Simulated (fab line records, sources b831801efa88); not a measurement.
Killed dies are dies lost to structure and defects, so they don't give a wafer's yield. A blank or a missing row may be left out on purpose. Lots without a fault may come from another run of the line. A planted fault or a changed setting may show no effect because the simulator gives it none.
fab line records | flow sky130
record lots=5 wafers=15 last_day=49
route steps=708 shown METAL3@558 VIA3@573
lots that met no fault: from a run of the same line without faults
start_h: hours from the record's first day to the start of the lot's first wafer shown | wait_h: hours since the lot's step before | " the same as in the row above | L1.1+2: a row that stands for several wafers | - no value, or no start given | * or withheld: withheld | < > ~ a bound
route shown NAME@n: a module of which the file shows steps, and the number in the route of the first | usual: mean/standard deviation of fault-free wafers | same: alike in all rows | chamber/n: place in a boat | sites: the reading at each site | _std_site: their standard deviation | _edge_site: outer sites' mean less inner sites' | radius_mm: how far each site lies from the wafer's centre | mask NAME#n: copy n | behind: the tool/chamber that last shaped the wafer | hold: why the lot was held/for how many hours/how that ended | device: the transistor (n, p or np) that didn't switch | end of line: the same wafers' tests at the end of the route | a step without rows: its recipe alone | killed: dies lost to structure and defects at the first sort, not the wafer's yield | map: a wafer's dies, x killed, . not, _ none there
set.NAME: the setting as run; set.NAME@STEP: as run at that earlier step | model.NAME: the simulator's own value behind a step, which no gauge read
lots at some steps of the route; a table a step, a row a wafer
services: from which hour (start_h, from the record's first day; less than 0 if before it) a tool's chamber was out of use, for how many hours, and why
## steps
# step SKY_METAL3_COAT_08
# recipe resist=KrF-thick spin_rpm=3000 resist_thk_nm=1140
# columns lot.wafer tool chamber start_h wait_h
L074.1+4+5 litho_track-02 0 - -
L082.2+4+6 litho_track-02 0 - -
L085.1+3+4 litho_track-01 0 - -
L090.3+5+6 litho_track-03 0 - -
L093.2+3+4 litho_track-02 0 - -
# step SKY_METAL3_SOFTBAKE_09
# recipe temp_c=100 time_s=90 resist=KrF-thick
# columns lot.wafer tool chamber start_h wait_h
L074.1+4+5 litho_track-02 0 - -
L082.2+4+6 litho_track-02 0 - -
L085.1+3+4 litho_track-01 0 - -
L090.3+5+6 litho_track-03 0 - -
L093.2+3+4 litho_track-02 0 - -
# step SKY_METAL3_EXPOSE_10
# recipe mask_id=MM3 na=0.68 source_shape=annular sigma_inner=0.4 sigma_outer=0.8 target_cd_nm=300 dose_mj=28
# columns lot.wafer tool chamber start_h wait_h mask
L074.1+4+5 krf_scanner-01 0 - - MM3#0
L082.2+4+6 krf_scanner-01 0 - - MM3#0
L085.1+3+4 krf_scanner-02 0 - - MM3#0
L090.3+5+6 krf_scanner-01 0 - - MM3#0
L093.2+3+4 krf_scanner-01 0 - - MM3#0
# step SKY_METAL3_PEB_11
# recipe peb_temp_c=withheld peb_time_s=withheld resist=KrF-thick
# columns lot.wafer tool chamber start_h wait_h
L074.1+4+5 litho_track-03 0 - -
L082.2+4+6 litho_track-01 0 - -
L085.1+3+4 litho_track-02 0 - -
L090.3+5+6 litho_track-01 0 - -
L093.2+3+4 litho_track-03 0 - -
# step SKY_METAL3_DEVELOP_12
# recipe develop_time_s=60 resist=KrF-thick dev_temp_c=21
# columns lot.wafer tool chamber start_h wait_h
L074.1+4+5 litho_track-03 0 - -
L082.2+4+6 litho_track-01 0 - -
L085.1+3+4 litho_track-02 0 - -
L090.3+5+6 litho_track-01 0 - -
L093.2+3+4 litho_track-03 0 - -
# step SKY_METAL3_CD_MEAS_13
# recipe target_cd_nm=300
# usual cd_nm=300.2/1.3
# columns lot.wafer tool chamber start_h wait_h cd_nm
L074.1 cd_sem-02 - 908.67 - 301.5
L074.4 " - " " 301.8
L074.5 " - " " 301.1
L082.2 cd_sem-01 - 960.24 - 301.2
L082.4 " - " " 300.7
L082.6 " - " " 301.1
L085.1 cd_sem-01 - 991.61 - 300.4
L085.3 " - " " 300.4
L085.4 " - " " 300.7
L090.3 cd_sem-02 - 1014.26 - 299.8
L090.5 " - " " 297.8
L090.6 " - " " 299.6
L093.2 cd_sem-01 - 1030.79 - 302.4
L093.3 " - " " 301.9
L093.4 " - " " 302.0
# step SKY_METAL3_OVL_MEAS_14
# usual METAL3_OVL=3/5.2
# columns lot.wafer tool chamber start_h wait_h METAL3_OVL[nm]
L074.1 overlay-02 - 908.79 0.1 0
L074.4 " - " " 2
L074.5 " - " " -4
L082.2 overlay-02 - 960.35 0.1 12
L082.4 " - " " 8
L082.6 " - " " 5
L085.1 overlay-01 - 991.73 0.1 4
L085.3 " - " " 6
L085.4 " - " " 16
L090.3 overlay-01 - 1014.35 0.1 -6
L090.5 " - " " -2
L090.6 " - " " -3
L093.2 overlay-02 - 1030.90 0.1 -3
L093.3 " - " " -2
L093.4 " - " " 3
# step SKY_METAL3_DESCUM_15
# recipe chemistry=O2 source_power_w=150 bias_power_w=0 pressure_mtorr=10 temp_c=40 time_s=8
# usual drypump_motor_current_A=5.8/0.47 oes_product_au=1.000/0.0083 rf_fwd_power_W=147.2/0.77
# columns lot.wafer tool chamber start_h wait_h drypump_motor_current_A oes_product_au rf_fwd_power_W rf_hours_counter_h
L074.1 rie_metal-02 0 908.83 0.0 5.8 1.005 147.6 15
L074.4 " 0 " " 5.8 1.004 147.3 -
L074.5 " 0 " " 5.8 0.998 147.7 -
L082.2 rie_metal-01 1 960.38 0.0 5.1 1.008 146.0 11
L082.4 " 1 " " 5.1 0.999 146.5 -
L082.6 " 1 " " 5.1 1.007 145.9 -
L085.1 rie_metal-02 0 991.77 0.0 5.8 1.008 147.5 19
L085.3 " 0 " " 5.7 0.996 148.6 -
L085.4 " 1 " " 6.3 0.992 148.1 -
L090.3 rie_metal-01 1 1014.40 0.0 5.1 0.989 146.2 -
L090.5 " 1 " " 5.1 0.987 145.8 -
L090.6 " 1 " " 5.1 0.998 146.6 -
L093.2 rie_metal-01 0 1030.93 0.0 6.2 1.009 147.2 1
L093.3 " 1 " " 5.1 1.002 145.9 -
L093.4 " 0 " " 6.1 1.014 147.3 -
# step SKY_METAL3_ETCH_16
# recipe chemistry=N2/H2 target=BARC ion_energy_ev=200 bias_w=100 pressure_mtorr=30 n2_flow_sccm=100 h2_flow_sccm=200 icp_w=500 stop_on=SiO2 time_s=88.2 target_depth_a=600
# usual bias_w=100.0/0.32 drypump_motor_current_A=5.8/0.48 oes_product_au=0.625/0.0046 rf_fwd_power_W=497.0/1.6 throttle_valve_pct=13.205/0.0093
# columns lot.wafer tool chamber start_h wait_h bias_w drypump_motor_current_A oes_product_au rf_fwd_power_W rf_hours_counter_h throttle_valve_pct
L074.1 rie_metal-02 0 908.89 0.1 100.3 5.7 0.617 498.8 15 13.186
L074.4 " 0 " " 100.3 5.8 0.620 495.7 - 13.209
L074.5 " 0 " " 100.1 5.8 0.627 498.6 - 13.183
L082.2 rie_metal-01 1 960.41 0.0 100.0 5.1 0.623 495.9 11 13.208
L082.4 " 1 " " 99.8 5.1 0.628 495.6 - 13.208
L082.6 " 1 " " 100.3 5.1 0.619 495.0 - 13.189
L085.1 rie_metal-02 0 991.80 0.0 100.0 5.8 0.632 497.2 19 13.206
L085.3 " 0 " " 100.2 5.8 0.631 499.6 - 13.200
L085.4 " 1 " " 100.5 6.2 0.622 496.1 - 13.218
L090.3 rie_metal-01 1 1014.51 0.1 100.3 5.1 0.620 495.1 - 13.219
L090.5 " 1 " " 100.4 5.1 0.618 496.3 - 13.191
L090.6 " 1 " " 100.3 5.1 0.628 496.5 - 13.208
L093.2 rie_metal-01 0 1030.96 0.0 99.6 6.2 0.624 497.6 1 13.198
L093.3 " 1 " " 100.3 5.1 0.624 496.2 - 13.201
L093.4 " 0 " " 99.7 6.2 0.627 497.9 - 13.204
# step SKY_METAL3_ETCH_17
# recipe target=SiO2 stop_on=TiN chemistry=C4F8/O2/Ar source_w=1500 bias_w=1200 pressure_mtorr=40 c4f8_flow_sccm=withheld O2_flow_sccm=6 Ar_flow_sccm=300 time_s=3.9 target_depth_a=150
# usual bias_w=1200/3.4 oes_product_au=0.754/0.0064 rf_fwd_power_W=1471/7.9
# columns lot.wafer tool chamber start_h wait_h bias_w oes_product_au rf_fwd_power_W
L074.1 rie_diel-02 3 909.09 0.2 1195 0.756 1472
L074.4 " 1 " " 1201 0.758 1463
L074.5 " 1 " " 1207 0.759 1468
L082.2 rie_diel-01 0 960.51 0.1 1204 0.754 1469
L082.4 " 2 " " 1202 0.755 1471
L082.6 " 0 " " 1197 0.755 1464
L085.1 rie_diel-02 0 991.90 0.1 1200 0.758 1470
L085.3 " 3 " " 1196 0.750 1475
L085.4 " 2 " " 1205 0.756 1470
L090.3 rie_diel-01 2 1014.64 0.1 1196 0.751 1461
L090.5 " 2 " " 1202 0.769 1463
L090.6 " 1 " " 1196 0.759 1465
L093.2 rie_diel-04 2 1031.06 0.1 1198 0.751 1468
L093.3 " 0 " " 1205 0.750 1464
L093.4 " 1 " " 1197 0.756 1470
# step SKY_METAL3_METAL_ETCH_18
# recipe target_depth_a=8450 stop_on=SiO2 over_etch_frac=0.3 time_s=183.1 chemistry=Cl2/BCl3 resist_sidewall_deg=88 pressure_mtorr=10 icp_w=900 bias_w=48.5 Cl2_flow_sccm=60 bcl3_flow_sccm=30
# usual bias_w=48.48/0.15 drypump_motor_current_A=5.9/0.45 oes_product_au=0.866/0.0065 rf_fwd_power_W=896.9/2.8 throttle_valve_pct=22.265/0.009
# columns lot.wafer tool chamber start_h wait_h bias_w drypump_motor_current_A oes_product_au rf_fwd_power_W rf_hours_counter_h throttle_valve_pct
L074.1 rie_metal-04 1 909.11 0.0 48.45 5.5 0.869 897.8 2 22.264
L074.4 " 1 " " 48.56 5.5 0.860 897.6 - 22.277
L074.5 " 1 " " 48.21 5.5 0.869 894.7 - 22.270
L082.2 rie_metal-02 1 960.53 0.0 48.28 6.3 0.877 896.5 13 22.266
L082.4 " 1 " " 48.44 6.3 0.865 896.3 - 22.262
L082.6 " 0 " " 48.55 5.8 0.867 898.2 - 22.252
L085.1 rie_metal-04 1 991.92 0.0 48.50 5.5 0.864 896.0 5 22.271
L085.3 " 0 " " 48.52 6.4 0.853 894.6 - 22.262
L085.4 " 1 " " 48.57 5.5 0.856 895.4 - 22.255
L090.3 rie_metal-04 1 1014.77 0.1 48.41 5.5 0.858 896.4 - 22.272
L090.5 " 1 " " 48.62 5.5 0.863 894.1 - 22.239
L090.6 " 1 " " 48.71 5.5 0.863 892.0 - 22.271
L093.2 rie_metal-04 0 1031.14 0.1 48.37 6.4 0.871 896.1 - 22.248
L093.3 " 0 " " 48.38 6.4 0.871 897.8 - 22.268
L093.4 " 0 " " 48.50 6.4 0.871 896.7 - 22.265
# step SKY_METAL3_STRIP_19
# recipe chemistry=O2/N2 power_w=1400 pressure_mtorr=1500 platen_temp_c=withheld o2_flow_sccm=3000 n2_flow_sccm=300 overash_fraction=0.5
# usual drypump_motor_current_A=5.53/0.29 oes_product_au=0.503/0.0045 strip_time_to_endpoint_s=6.54/0.052
# columns lot.wafer tool chamber start_h wait_h drypump_motor_current_A oes_product_au rf_hours_counter_h strip_time_to_endpoint_s
L074.1 plasma_asher-04 0 909.28 0.1 5.11 0.504 94 6.56
L074.4 " 0 " " 5.12 0.505 - 6.54
L074.5 " 0 " " 5.10 0.505 - 6.52
L082.2 plasma_asher-03 1 960.70 0.1 5.89 0.500 24 6.61
L082.4 " 1 " " 5.89 0.507 - 6.58
L082.6 " 1 " " 5.89 0.498 - 6.53
L085.1 plasma_asher-03 1 992.10 0.1 5.83 0.496 26 6.54
L085.3 " 1 " " 5.84 0.498 - 6.60
L085.4 " 0 " " 5.97 0.506 - 6.54
L090.3 plasma_asher-02 1 1015.04 0.2 5.75 0.506 - 6.52
L090.5 " 1 " " 5.76 0.498 - 6.53
L090.6 " 0 " " 5.55 0.494 - 6.49
L093.2 plasma_asher-02 1 1031.43 0.2 5.77 0.499 91 6.53
L093.3 " 0 " " 5.56 0.504 - 6.58
L093.4 " 1 " " 5.79 0.508 - 6.60
# step SKY_METAL3_STRIP_20
# recipe chemistry=post_etch_residue_remover time_s=1200 temp_c=72.5
# columns lot.wafer tool chamber start_h wait_h
L074.1+4+5 wet_bench-03 1 909.38 0.1
L082.2+4+6 wet_bench-02 0 960.80 0.1
L085.1+3+4 wet_bench-01 1 992.20 0.1
L090.3+5+6 wet_bench-02 3 1015.11 0.0
L093.2+3+4 wet_bench-03 1 1031.53 0.1
# step SKY_METAL3_CLEAN_21
# recipe chemistry=IPA time_s=180 temp_c=25
# columns lot.wafer tool chamber start_h wait_h
L074.1+4+5 wet_bench-01 2 909.73 0.0
L082.2+4+6 wet_bench-01 0 961.14 0.0
L085.1+3+4 wet_bench-01 0 992.54 0.0
L090.3+5+6 wet_bench-03 2 1015.52 0.0
L093.2+3+4 wet_bench-01 2 1031.87 0.0
# step SKY_METAL3_CLEAN_22
# recipe chemistry=O3/DIW dry=n2_spin
# columns lot.wafer tool chamber start_h wait_h
L074.1+4+5 wet_bench-02 3 909.79 0.0
L082.2+4+6 wet_bench-02 0 961.21 0.0
L085.1+3+4 wet_bench-01 3 992.60 0.0
L090.3+5+6 wet_bench-02 0 1015.58 0.0
L093.2+3+4 wet_bench-02 0 1031.94 0.0
# step SKY_VIA3_HDPCVD_00
# recipe material=SiO2 target_thk_nm=1635 sigma_open_frac=0.3 time_s=272.5 temp_c=400 sih4_flow_sccm=60 pressure_mtorr=6
# usual sih4_flow_sccm=60.03/0.2
# columns lot.wafer tool chamber start_h wait_h sih4_flow_sccm
L074.1 hdpcvd-01 1 909.88 0.0 60.21
L074.4 " 2 " " 59.78
L074.5 " 1 " " 59.91
L082.2 hdpcvd-02 1 961.30 0.0 60.27
L082.4 " 1 " " 60.09
L082.6 " 2 " " 60.15
L085.1 hdpcvd-02 1 992.69 0.0 60.13
L085.3 " 2 " " 60.30
L085.4 " 2 " " 60.27
L090.3 hdpcvd-02 1 1015.69 0.0 60.04
L090.5 " 2 " " 59.93
L090.6 " 1 " " 59.99
L093.2 hdpcvd-01 0 1032.03 0.0 60.26
L093.3 " 2 " " 60.22
L093.4 " 1 " " 60.39
# step SKY_VIA3_THK_MEAS_01
# recipe reads=SiO2_of_VIA3_HDPCVD_00
# usual VIA3_HDPCVD_THK=1634/17
# columns lot.wafer tool chamber start_h wait_h VIA3_HDPCVD_THK[nm]
L074.1 film_metro-01 - 910.05 0.1 1610
L074.4 " - " " 1656
L074.5 " - " " 1629
L082.2 film_metro-03 - 961.48 0.1 1619
L082.4 " - " " 1645
L082.6 " - " " 1642
L085.1 film_metro-03 - 992.86 0.1 1647
L085.3 " - " " 1658
L085.4 " - " " 1666
L090.3 film_metro-03 - 1015.88 0.1 1675
L090.5 " - " " 1635
L090.6 " - " " 1643
L093.2 film_metro-01 - 1032.21 0.1 1611
L093.3 " - " " 1611
L093.4 " - " " 1611
# step SKY_VIA3_CMP_02
# recipe material=SiO2 down_force_psi=4 platen_rpm=60 pad_velocity_m_s=0.94248
# usual motor_current_A=12.3/1.2
# columns lot.wafer tool chamber start_h wait_h motor_current_A
L074.4 cmp-02 2 910.21 0.1 12.0
L074.1 " 3 " " 11.6
L074.5 " 1 " " 14.6
L082.4 cmp-01 2 961.53 0.0 10.4
L082.2 " 0 " " 11.6
L082.6 " 3 " " 12.4
L085.4 cmp-02 2 992.92 0.0 11.9
L085.3 " 3 " " 11.8
L085.1 " 0 " " 13.9
L090.3 cmp-02 3 1016.02 0.1 11.6
L090.5 " 1 " " 14.2
L090.6 " 2 " " 12.2
L093.2 cmp-02 3 1032.26 0.0 11.7
L093.3 " 1 " " 14.6
L093.4 " 2 " " 12.2
# step SKY_VIA3_BOW_MEAS_03
# recipe mode=bow
# usual VIA3_BOW=80/9
# columns lot.wafer tool chamber start_h wait_h VIA3_BOW[um]
L074.1 film_metro-01 - 910.41 0.1 81
L074.4 " - " " 73
L074.5 " - " " 82
L082.2 film_metro-01 - 961.85 0.2 81
L082.4 " - " " 68
L082.6 " - " " 89
L085.1 film_metro-03 - 993.22 0.1 66
L085.3 " - " " 74
L085.4 " - " " 62
L090.3 film_metro-02 - 1016.26 0.2 80
L090.5 " - " " 80
L090.6 " - " " 78
L093.2 film_metro-02 - 1032.58 0.3 93
L093.3 " - " " 90
L093.4 " - " " 71
# step SKY_VIA3_DEHYDRATE_04
# recipe temp_c=200 time_s=60
# columns lot.wafer tool chamber start_h wait_h
L074.1+4+5 litho_track-03 0 922.02 11.6
L082.2+4+6 litho_track-01 0 973.35 11.5
L085.1+3+4 litho_track-04 0 1003.65 10.4
L090.3+5+6 litho_track-03 0 1026.42 10.1
L093.2+3+4 litho_track-03 0 1043.20 10.6
# step SKY_VIA3_HMDS_05
# recipe prime_time_s=60 prime_temp_c=120
# columns lot.wafer tool chamber start_h wait_h
L074.1+4+5 litho_track-03 0 922.17 0.1
L082.2+4+6 litho_track-01 0 973.50 0.1
L085.1+3+4 litho_track-04 0 1003.80 0.1
L090.3+5+6 litho_track-03 0 1026.57 0.1
L093.2+3+4 litho_track-03 0 1043.35 0.1
# step SKY_VIA3_COAT_06
# recipe resist=BARC temp_c=withheld time_s=withheld spin_rpm=3000 resist_thk_nm=60
# columns lot.wafer tool chamber start_h wait_h
L074.1+4+5 litho_track-03 0 922.32 0.1
L082.2+4+6 litho_track-01 0 973.65 0.1
L085.1+3+4 litho_track-04 0 1003.95 0.1
L090.3+5+6 litho_track-03 0 1026.72 0.1
L093.2+3+4 litho_track-03 0 1043.50 0.1
# step SKY_VIA3_COAT_07
# recipe resist=KrF-thick spin_rpm=3000 resist_thk_nm=450
# columns lot.wafer tool chamber start_h wait_h
L074.1+4+5 litho_track-03 0 - -
L082.2+4+6 litho_track-01 0 - -
L085.1+3+4 litho_track-04 0 - -
L090.3+5+6 litho_track-03 0 - -
L093.2+3+4 litho_track-03 0 - -
# step SKY_VIA3_SOFTBAKE_08
# recipe temp_c=100 time_s=90 resist=KrF-thick
# columns lot.wafer tool chamber start_h wait_h
L074.1+4+5 litho_track-03 0 - -
L082.2+4+6 litho_track-01 0 - -
L085.1+3+4 litho_track-04 0 - -
L090.3+5+6 litho_track-03 0 - -
L093.2+3+4 litho_track-03 0 - -
# step SKY_VIA3_EXPOSE_09
# recipe mask_id=VIM3 na=0.8 source_shape=annular sigma_inner=0.55 sigma_outer=0.85 target_cd_nm=200 dose_mj=38
# columns lot.wafer tool chamber start_h wait_h mask
L074.1+4+5 krf_scanner-01 0 - - VIM3#0
L082.2+4+6 krf_scanner-02 0 - - VIM3#0
L085.1+3+4 krf_scanner-01 0 - - VIM3#0
L090.3+5+6 krf_scanner-01 0 - - VIM3#0
L093.2+3+4 krf_scanner-02 0 - - VIM3#0
# step SKY_VIA3_PEB_10
# recipe peb_temp_c=withheld peb_time_s=withheld resist=KrF-thick
# columns lot.wafer tool chamber start_h wait_h
L074.1+4+5 litho_track-01 0 - -
L082.2+4+6 litho_track-03 0 - -
L085.1+3+4 litho_track-03 0 - -
L090.3+5+6 litho_track-01 0 - -
L093.2+3+4 litho_track-03 0 - -
# step SKY_VIA3_DEVELOP_11
# recipe develop_time_s=60 resist=KrF-thick dev_temp_c=21
# columns lot.wafer tool chamber start_h wait_h
L074.1+4+5 litho_track-01 0 - -
L082.2+4+6 litho_track-03 0 - -
L085.1+3+4 litho_track-03 0 - -
L090.3+5+6 litho_track-01 0 - -
L093.2+3+4 litho_track-03 0 - -
# step SKY_VIA3_CD_MEAS_12
# recipe target_cd_nm=200
# usual cd_nm=199.8/1.4
# columns lot.wafer tool chamber start_h wait_h cd_nm
L074.1 cd_sem-02 - 934.87 - 201.1
L074.4 " - " " 201.3
L074.5 " - " " 200.6
L082.2 cd_sem-01 - 985.79 - 200.6
L082.4 " - " " 200.0
L082.6 " - " " 200.1
L085.1 cd_sem-02 - 1016.17 - 200.5
L085.3 " - " " 199.7
L085.4 " - " " 198.7
L090.3 cd_sem-02 - 1038.06 - 199.1
L090.5 " - " " 197.9
L090.6 " - " " 198.2
L093.2 cd_sem-01 - 1054.44 - 202.4
L093.3 " - " " 202.7
L093.4 " - " " 200.8
# step SKY_VIA3_OVL_MEAS_13
# usual VIA3_OVL=3/5.3
# columns lot.wafer tool chamber start_h wait_h VIA3_OVL[nm]
L074.1 overlay-01 - 934.99 0.1 3
L074.4 " - " " 1
L074.5 " - " " -3
L082.2 overlay-02 - 985.90 0.1 5
L082.4 " - " " 5
L082.6 " - " " 6
L085.1 overlay-02 - 1016.29 0.1 6
L085.3 " - " " 4
L085.4 " - " " 10
L090.3 overlay-02 - 1038.15 0.1 4
L090.5 " - " " 0
L090.6 " - " " -3
L093.2 overlay-01 - 1054.55 0.1 2
L093.3 " - " " -6
L093.4 " - " " -1
# step SKY_VIA3_ETCH_14
# recipe chemistry=N2/H2 target=BARC ion_energy_ev=200 source_w=500 bias_w=100 pressure_mtorr=30 n2_flow_sccm=100 h2_flow_sccm=200 stop_on=SiO2 time_s=45.9 target_depth_a=600
# usual bias_w=100.0/0.33 drypump_motor_current_A=5.9/0.37 oes_product_au=0.855/0.005 rf_fwd_power_W=494.8/2.3 throttle_valve_pct=13.224/0.0086
# columns lot.wafer tool chamber start_h wait_h bias_w drypump_motor_current_A oes_product_au rf_fwd_power_W rf_hours_counter_h throttle_valve_pct
L074.1 rie_diel-02 1 935.03 0.0 99.5 6.0 0.866 494.9 16 13.224
L074.4 " 3 " " 100.1 6.4 0.860 494.9 14 13.212
L074.5 " 2 " " 99.9 5.4 0.855 495.7 - 13.236
L082.2 rie_diel-02 1 985.93 0.0 100.1 6.0 0.852 495.0 18 13.220
L082.4 " 2 " " 100.2 5.4 0.846 499.0 15 13.214
L082.6 " 3 " " 99.7 6.4 0.856 497.0 - 13.220
L085.1 rie_diel-02 3 1016.33 0.0 99.4 6.4 0.865 495.1 17 13.230
L085.3 " 1 " " 100.0 6.0 0.859 498.9 18 13.236
L085.4 " 0 " " 100.3 6.4 0.867 492.3 23 13.240
L090.3 rie_diel-03 1 1038.18 0.0 100.2 5.4 0.850 492.1 13 13.208
L090.5 " 2 " " 100.3 5.1 0.849 494.9 - 13.236
L090.6 " 3 " " 99.9 5.9 0.852 495.0 - 13.214
L093.2 rie_diel-03 3 1054.58 0.0 100.1 6.0 0.859 495.1 20 13.207
L093.3 " 1 " " 99.8 5.4 0.857 491.4 14 13.230
L093.4 " 2 " " 99.6 5.0 0.861 493.7 22 13.214
# step SKY_VIA3_ETCH_15
# recipe target=SiO2 chemistry=C4F8/O2/Ar target_depth_nm=507 stop_on=TiN mask_material=KrF-thick source_w=1500 bias_w=1200 pressure_mtorr=40 c4f8_flow_sccm=withheld O2_flow_sccm=6 Ar_flow_sccm=300 time_s=78
# usual bias_w=1200/3.4 oes_product_au=0.946/0.004 rf_fwd_power_W=1489/5.8
# columns lot.wafer tool chamber start_h wait_h bias_w oes_product_au rf_fwd_power_W rf_hours_counter_h
L074.1 rie_diel-02 1 935.07 0.0 1200 0.945 1481 16
L074.4 " 3 " " 1197 0.951 1474 14
L074.5 " 2 " " 1195 0.946 1495 -
L082.2 rie_diel-02 1 985.97 0.0 1199 0.945 1495 18
L082.4 " 2 " " 1203 0.946 1494 15
L082.6 " 3 " " 1196 0.941 1483 -
L085.1 rie_diel-02 3 1016.37 0.0 1195 0.956 1489 17
L085.3 " 1 " " 1200 0.947 1491 18
L085.4 " 0 " " 1201 0.949 1480 23
L090.3 rie_diel-03 1 1038.22 0.0 1205 0.947 1479 13
L090.5 " 2 " " 1199 0.944 1494 -
L090.6 " 3 " " 1197 0.943 1493 -
L093.2 rie_diel-03 3 1054.62 0.0 1201 0.947 1495 20
L093.3 " 1 " " 1198 0.943 1480 14
L093.4 " 2 " " 1201 0.945 1486 22
# step SKY_VIA3_STRIP_16
# recipe chemistry=O2/N2 power_w=1400 pressure_mtorr=1500 platen_temp_c=withheld o2_flow_sccm=3000 n2_flow_sccm=300 overash_fraction=0.5
# usual drypump_motor_current_A=5.5/0.37 oes_product_au=0.401/0.0047 strip_time_to_endpoint_s=4.117/0.019
# columns lot.wafer tool chamber start_h wait_h drypump_motor_current_A oes_product_au rf_hours_counter_h strip_time_to_endpoint_s
L074.1 plasma_asher-01 1 935.13 0.0 5.4 0.403 55 4.136
L074.4 " 1 " " 5.4 0.403 - 4.117
L074.5 " 1 " " 5.4 0.402 - 4.120
L082.2 plasma_asher-02 1 986.03 0.0 5.8 0.404 86 4.128
L082.4 " 1 " " 5.7 0.404 - 4.117
L082.6 " 0 " " 5.5 0.399 - 4.103
L085.1 plasma_asher-02 0 1016.43 0.0 5.6 0.405 89 4.083
L085.3 " 1 " " 5.7 0.400 - 4.113
L085.4 " 0 " " 5.6 0.404 - 4.080
L090.3 plasma_asher-02 0 1038.31 0.1 5.6 0.410 - 4.088
L090.5 " 1 " " 5.7 0.396 - 4.078
L090.6 " 0 " " 5.6 0.400 - 4.120
L093.2 plasma_asher-02 0 1054.68 0.0 5.6 0.405 93 4.117
L093.3 " 0 " " 5.6 0.398 - 4.085
L093.4 " 1 " " 5.7 0.401 - 4.118
# step SKY_VIA3_STRIP_17
# recipe chemistry=post_etch_residue_remover time_s=1200 temp_c=72.5
# columns lot.wafer tool chamber start_h wait_h
L074.1+4+5 wet_bench-02 3 935.23 0.1
L082.2+4+6 wet_bench-01 3 986.13 0.1
L085.1+3+4 wet_bench-04 0 1016.53 0.1
L090.3+5+6 wet_bench-04 1 1038.38 0.0
L093.2+3+4 wet_bench-02 3 1054.78 0.1
# step SKY_VIA3_CLEAN_18
# recipe chemistry=IPA time_s=180 temp_c=25
# columns lot.wafer tool chamber start_h wait_h
L074.1+4+5 wet_bench-01 2 935.57 0.0
L082.2+4+6 wet_bench-02 2 986.47 0.0
L085.1+3+4 wet_bench-02 1 1016.90 0.0
L090.3+5+6 wet_bench-01 1 1038.75 0.0
L093.2+3+4 wet_bench-01 0 1055.15 0.0
# step SKY_VIA3_CLEAN_19
# recipe chemistry=O3/DIW dry=n2_spin
# columns lot.wafer tool chamber start_h wait_h
L074.1+4+5 wet_bench-02 0 935.69 0.0
L082.2+4+6 wet_bench-01 3 986.53 0.0
L085.1+3+4 wet_bench-04 3 1016.97 0.0
L090.3+5+6 wet_bench-04 1 1038.81 0.0
L093.2+3+4 wet_bench-02 1 1055.21 0.0
# step SKY_VIA3_SPUTTER_20
# recipe material=TiN target_thk_nm=20 chamber_pressure_pa=5 power_w=4000 time_s=80
# usual throttle_valve_pct=30.3/0.97
# columns lot.wafer tool chamber start_h wait_h throttle_valve_pct
L074.1 pvd_sputter-04 - 935.78 0.0 30.1
L074.4 " - " " 29.7
L074.5 " - " " 30.8
L082.2 pvd_sputter-04 - 986.62 0.0 30.4
L082.4 " - " " 29.7
L082.6 " - " " 30.5
L085.1 pvd_sputter-03 - 1017.07 0.0 31.8
L085.3 " - " " 28.8
L085.4 " - " " 30.0
L090.3 pvd_sputter-04 - 1038.91 0.0 29.7
L090.5 " - " " 30.7
L090.6 " - " " 29.6
L093.2 pvd_sputter-04 - 1055.31 0.0 29.8
L093.3 " - " " 29.7
L093.4 " - " " 29.5
# step SKY_VIA3_CVD_21
# recipe material=W target_thk_nm=390 time_s=117.31 temp_c=400 pressure_torr=40
# usual heater_power_w=891/78
# columns lot.wafer tool chamber start_h wait_h heater_power_w
L074.1 cvd_w-01 0 935.84 0.0 839
L074.4 " 1 " " 1002
L074.5 " 1 " " 1029
L082.2 cvd_w-01 1 986.68 0.0 1026
L082.4 " 1 " " 1038
L082.6 " 0 " " 836
L085.1 cvd_w-02 1 1017.13 0.0 866
L085.3 " 0 " " 859
L085.4 " 1 " " 855
L090.3 cvd_w-02 0 1039.07 0.1 849
L090.5 " 0 " " 867
L090.6 " 1 " " 865
L093.2 cvd_w-01 1 1055.37 0.0 1014
L093.3 " 0 " " 810
L093.4 " 1 " " 1025
# step SKY_VIA3_RS_MEAS_22
# recipe thk_meas_gauge=four-point-probe reads=W_of_VIA3_CVD_21+TiN_of_VIA3_SPUTTER_20
# usual VIA3_W_RS=0.294/0.0034
# columns lot.wafer tool chamber start_h wait_h VIA3_W_RS[ohm/sq]
L074.1 film_metro-01 - 935.96 0.1 0.292
L074.4 " - " " 0.299
L074.5 " - " " 0.297
L082.2 film_metro-02 - 986.82 0.1 0.291
L082.4 " - " " 0.289
L082.6 " - " " 0.292
L085.1 film_metro-03 - 1017.26 0.1 0.299
L085.3 " - " " 0.298
L085.4 " - " " 0.298
L090.3 film_metro-02 - 1039.20 0.1 0.297
L090.5 " - " " 0.298
L090.6 " - " " 0.293
L093.2 film_metro-03 - 1055.51 0.1 0.293
L093.3 " - " " 0.290
L093.4 " - " " 0.289
# step SKY_VIA3_THK_MEAS_23
# recipe thk_meas_gauge=xrf reads=W_of_VIA3_CVD_21
# usual VIA3_W_THK=373/7.6
# columns lot.wafer tool chamber start_h wait_h VIA3_W_THK[nm]
L074.1 film_metro-01 - 936.08 0.1 381
L074.4 " - " " 374
L074.5 " - " " 378
L082.2 film_metro-02 - 986.93 0.1 370
L082.4 " - " " 373
L082.6 " - " " 370
L085.1 film_metro-03 - 1017.38 0.1 358
L085.3 " - " " 361
L085.4 " - " " 361
L090.3 film_metro-02 - 1039.30 0.1 367
L090.5 " - " " 365
L090.6 " - " " 368
L093.2 film_metro-03 - 1055.62 0.1 369
L093.3 " - " " 374
L093.4 " - " " 375
## services
# columns tool chamber start_h hours kind
cmp-02 - 885.91 0.3 repair
krf_scanner-02 - 895.71 1.3 pm
rie_metal-02 1 901.18 13.8 repair
cmp-02 - 912.10 0.3 repair
pvd_sputter-04 - 929.41 5.0 repair
cmp-02 - 929.83 0.4 repair
krf_scanner-02 - 935.36 0.8 pm
rie_metal-01 - 944.82 4.3 pm
krf_scanner-02 - 950.92 4.3 repair
rie_diel-03 3 952.39 1.4 repair
krf_scanner-02 - 961.47 0.3 repair
rie_metal-01 - 970.23 0.5 repair
wet_bench-01 - 990.52 1.5 repair
krf_scanner-02 - 991.35 0.5 repair
krf_scanner-02 - 996.64 1.5 repair
rie_metal-02 - 1010.25 14.6 pm
hdpcvd-02 - 1012.26 0.8 repair
krf_scanner-01 - 1013.40 1.3 pm
rie_metal-04 - 1013.40 0.1 repair
rie_metal-04 1 1019.89 15.9 repair
pvd_sputter-04 - 1020.62 0.9 repair
krf_scanner-01 - 1029.92 0.8 pm
krf_scanner-01 - 1033.94 1.0 pm
krf_scanner-01 - 1047.19 0.9 repair
## key
fault none
